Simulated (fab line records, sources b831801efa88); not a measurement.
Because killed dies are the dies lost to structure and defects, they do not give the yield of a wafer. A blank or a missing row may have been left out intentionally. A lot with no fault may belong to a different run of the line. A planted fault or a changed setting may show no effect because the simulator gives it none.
Split-lot study	flow gf180mcu	27 wafers read from 5 lots, route of 602 steps

ABOUT THE SPLIT
At GF_MIM_SPUTTER_02 (material AlCu, target thk 450 nm, time 23.9 s), the setting time-s was moved away from the recipe's 23.9 s on 9 of the 27 wafers read, by -53.6% to +26.7%. This setting was run at the recipe's value on the other wafers.

FROM THE SPLIT TO THE READING: what the file shows between them, 3 steps
- GF_MIM_SPUTTER_03: material Ti, target thk 10 nm, time 6.829 s
- GF_MIM_SPUTTER_04: material TiN, target thk 50 nm, time 41.7 s
- GF_M5_ETCH_09: etches Si3N4 in CF4/O2, target depth 52 nm, time 11.6 s

THE READING
oes-product-au, in a.u., at GF_M5_METAL_ETCH_10 (etches the open film in Cl2/BCl3, stops on SiO2, target depth 627.5 nm, time 104.6 s). Fault-free wafers of this fab line usually give 0.970 a.u., standard deviation 0.0063 a.u.

wafer	tool, chamber at the split	time-s as run, s	against the recipe	oes-product-au, a.u.	against lot-mates on the recipe
L075.1	pvd-sputter-02, -	23.9	recipe	0.973	-
L075.2	pvd-sputter-02, -	23.9	recipe	0.976	-
L075.3	pvd-sputter-02, -	23.9	recipe	0.971	-
L075.4	pvd-sputter-02, -	23.9	recipe	0.976	-
L075.5	pvd-sputter-02, -	23.9	recipe	0.964	-
L075.6	pvd-sputter-02, -	23.9	recipe	0.963	-
L077.1	pvd-sputter-01, -	28.83	+20.6%	0.985	+0.020
L077.2	pvd-sputter-01, -	23.9	recipe	0.970	-
L077.3	pvd-sputter-01, -	28.83	+20.6%	0.991	+0.026
L077.4	pvd-sputter-01, -	23.9	recipe	0.964	-
L077.5	pvd-sputter-01, -	23.9	recipe	0.962	-
L077.6	pvd-sputter-01, -	28.83	+20.6%	0.988	+0.023
L080.1	pvd-sputter-03, -	23.9	recipe	0.963	-
L080.2	pvd-sputter-03, -	11.09	-53.6%	0.737	-0.235
L080.3	pvd-sputter-03, -	23.9	recipe	0.971	-
L080.4	pvd-sputter-03, -	11.09	-53.6%	0.735	-0.237
L080.5	pvd-sputter-03, -	23.9	recipe	0.982	-
L080.6	pvd-sputter-03, -	11.09	-53.6%	0.732	-0.240
L084.2	pvd-sputter-02, -	23.9	recipe	0.980	-
L084.5	pvd-sputter-02, -	23.9	recipe	0.967	-
L084.6	pvd-sputter-02, -	23.9	recipe	0.965	-
L085.1	pvd-sputter-02, -	30.27	+26.7%	0.997	+0.025
L085.2	pvd-sputter-02, -	30.27	+26.7%	0.990	+0.018
L085.3	pvd-sputter-02, -	30.27	+26.7%	0.992	+0.020
L085.4	pvd-sputter-02, -	23.9	recipe	0.973	-
L085.5	pvd-sputter-02, -	23.9	recipe	0.970	-
L085.6	pvd-sputter-02, -	23.9	recipe	0.972	-

THE FIT
A straight line over all 27 wafers: oes-product-au changes by +0.00336 a.u. for each +1% of time-s; r = +0.93; the points scatter about the line by 0.029 a.u.
The same after taking each lot's own level away (the mean of its wafers on the recipe; 27 wafers): +0.0034 a.u. for each +1%; r = +0.93; scatter 0.029 a.u.
The reading moves by 0.18 a.u. for the largest change in time-s, on that fit.
From 0.9653 to 0.9720 a.u.: that is the span of the lots' own levels, equal to 1.1 times the standard deviation above.
The two slopes are in agreement: the lot-to-lot level therefore moves the slope only a little.
Check: -0.189 a.u. against its lot-mates is what the line predicts for one of the wafers moved furthest among these (-53.6%) when that wafer is left out of the fit. Against them it came out at -0.235 a.u.

THE WHOLE CHAIN: every reading that the file lists as answering this split, in the file's order
step	what it does	reading	change (the file's fit)	r (the file's)
GF_MIM_SPUTTER_02	material AlCu, target thk 450 nm, time 23.9 s	AlCu_of_MIM_SPUTTER_02.thk-nm (the simulator's own value, which no gauge read)	+4.5 nm for each +1% of the setting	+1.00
GF_M5_METAL_ETCH_10	etches the open film in Cl2/BCl3, stops on SiO2, target depth 627.5 nm, time 104.6 s	oes-product-au	+0.00343 a.u. for each +1% of the setting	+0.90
GF_M5_METAL_ETCH_10	etches the open film in Cl2/BCl3, stops on SiO2, target depth 627.5 nm, time 104.6 s	M5.feature-depth-nm (the simulator's own value, which no gauge read)	+3.4 nm for each +1% of the setting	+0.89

THE FILE'S OWN FIT
oes-product-au changes by +0.00343 a.u. for each +1% of time-s, r = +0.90.
